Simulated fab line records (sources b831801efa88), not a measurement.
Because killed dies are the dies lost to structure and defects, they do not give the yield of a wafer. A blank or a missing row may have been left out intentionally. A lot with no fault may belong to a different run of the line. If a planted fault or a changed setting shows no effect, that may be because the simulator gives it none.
Chamber matching    flow sky130    rie diel-02 running SKY_LI_CONTACT_ETCH_15: 4 sister chambers
The step etches PSG in C4F8/O2/Ar, stops on Si, target depth 600 nm. 4 wafers are shown with their chamber, then 8 later ones without.

== WAFERS WITH THEIR CHAMBER ==
wafer   chamber  bias w (W)
L083.5  2        1196
L087.1  3        1196
L087.2  1        1199
L088.2  0        1201

== WAFERS MISSING THEIR CHAMBER ==
wafer   bias w (W)
L088.4  1205
L088.5  1198
L089.3  1203
L089.5  1195
L089.6  1201
L093.1  1197
L093.3  1198
L093.5  1203

== EACH ONE'S CHAMBER ==
wafer   from the rows above                in truth
L088.4  can't be placed: 0 or 1            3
L088.5  can't be placed: 1 or 2 or 3 or 0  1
L089.3  can't be placed: 0 or 1            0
L089.5  can't be placed: 2 or 3 or 1       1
L089.6  can't be placed: 0 or 1            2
L093.1  can't be placed: 2 or 3 or 1 or 0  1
L093.3  can't be placed: 1 or 2 or 3 or 0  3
L093.5  can't be placed: 0 or 1            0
0 of 8 placed correctly. Unplaceable from these rows: 8, with the true chamber sitting among the candidates in 6. Placed wrongly: 0.
How it was worked out, from the rows above alone: a wafer's distance from a chamber is the root of the sum, over the readings, of the square of ((its reading less the chamber's mean) divided by the reading's scatter). If the next closest chamber is less than 2 further off than the closest, the wafer can't be placed; otherwise it belongs to the closest. The mean given for a chamber averages the wafers shown for that chamber. The scatter: root of mean squared gap, hidden wafer to nearest shown wafer, with one shown wafer a chamber.
